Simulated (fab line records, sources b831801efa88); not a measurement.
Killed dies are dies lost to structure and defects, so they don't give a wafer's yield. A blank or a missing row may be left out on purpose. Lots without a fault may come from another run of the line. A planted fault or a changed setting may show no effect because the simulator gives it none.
Problem report in the 8D (eight disciplines) form, filled by code | flow sfq_line | the parts of the form that need people (team, actions taken, sign-off) are left out

1. THE PROBLEM
M3_NB_RS at SFQ_M3_RS_MEAS_919 reads a mean of 1.802 ohm/sq on 2 wafers of 2 lots; wafers without a fault read 0.887 ohm/sq with a standard deviation of 0.011. That is +83 standard deviations from the usual mean.
The step: measures by four-point-probe.
First seen on wafer L567.1, day 43 05:02, on film_metro-01. The record holds 18 wafers of 6 lots with a number at this step. Rule for "out", or "out of limits": more than 4 standard deviations from the usual mean. The other wafers with a number count as sound.

2. WHAT IT IS AND WHAT IT IS NOT
question                    | is                           | is not
which readings at this step | M3_NB_RS                     | -
which lots                  | L567, L569                   | L559, L560, L563, L572
which wafers of those lots  | L567.1, L569.2               | L567.5, L567.6, L569.1, L569.4
read on which gauges        | film_metro-01, film_metro-04 | film_metro-02
when                        | from day 43 05:02            | up to then (11 sound wafers); but 5 sound wafers of L569, L572 came after

3. SUSPECTS, AND WHAT RULES EACH OUT
Counting: a tool at a process step up to the reading stays a suspect if it ran every lot that is out. Sound lots after the first of them don't rule it out here, since some wafers of a struck lot are sound.
- the gauge at SFQ_M3_RS_MEAS_919: ruled out. The wafers that are out were read on 2 gauges (film_metro-01, film_metro-04).
- pvd_sputter-04 at SFQ_TRILAYER_M3_DEP_SPUTTER_073 (material Nb, target thk 200 nm, time 133.3 s): kept. It ran every lot that is out, first L567 (day 43 04:57); its last sound lot up to then is L560 (day 40 18:47).
Left after counting: pvd_sputter-04 at SFQ_TRILAYER_M3_DEP_SPUTTER_073.

4. THE CAUSE (what the simulator had put in)
Process parameter drift: pvd_sputter-04, from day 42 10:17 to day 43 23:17, at SFQ_TRILAYER_M3_DEP_SPUTTER_073. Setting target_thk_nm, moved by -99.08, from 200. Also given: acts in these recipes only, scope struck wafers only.
Counting left only this tool.

5. THE CHAIN OF EFFECTS, in route order
Each row: a reading whose mean over the struck wafers that have a number lies more than 3 standard deviations from the usual. Only readings for which the record gives a usual standard deviation are gone through. hours: the time from each lot's start at the first step in this table that gives one to its start at this step, as a median over the lots. sigmas: the change in usual standard deviations.
hours | step                                | reading        | usual        | on struck wafers | change | sigmas
0     | SFQ_M3_RS_MEAS_919                  | M3_NB_RS       | 0.887 ohm/sq | 1.802            | +0.915 | +83
3     | SFQ_TRILAYER_M3_ETCH_METAL_ETCH_078 | oes_product_au | 0.895 a.u.   | 0.641            | -0.254 | -32
The process steps in it:
- SFQ_TRILAYER_M3_ETCH_METAL_ETCH_078: etches Nb in Cl2/Ar, stops on SiO2, target depth 240 nm, time 120 s.
Later measuring or inspecting steps at which every struck wafer that the step has a row for has a number for every such reading, and none has moved that far: SFQ_M3_OVL_MEAS_921, SFQ_I3_BOW_MEAS_922, SFQ_I3_OVL_MEAS_923, SFQ_M8_BOW_MEAS_951.

6. WHAT WOULD HAVE CAUGHT IT SOONER
In this record the first reading out of limits at a measuring or inspecting step was taken at day 43 05:02, 19 hours after the fault began at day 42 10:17.
Of the tool readings at SFQ_TRILAYER_M3_DEP_SPUTTER_073 for which the record gives a usual standard deviation, none was out on any struck wafer, so an alarm limit of 4 standard deviations on them would not have fired.
Of the lots that are out (2), L569 began SFQ_TRILAYER_M3_DEP_SPUTTER_073 on pvd_sputter-04 after day 43 05:02. A hold on the tool at that time would have spared it.
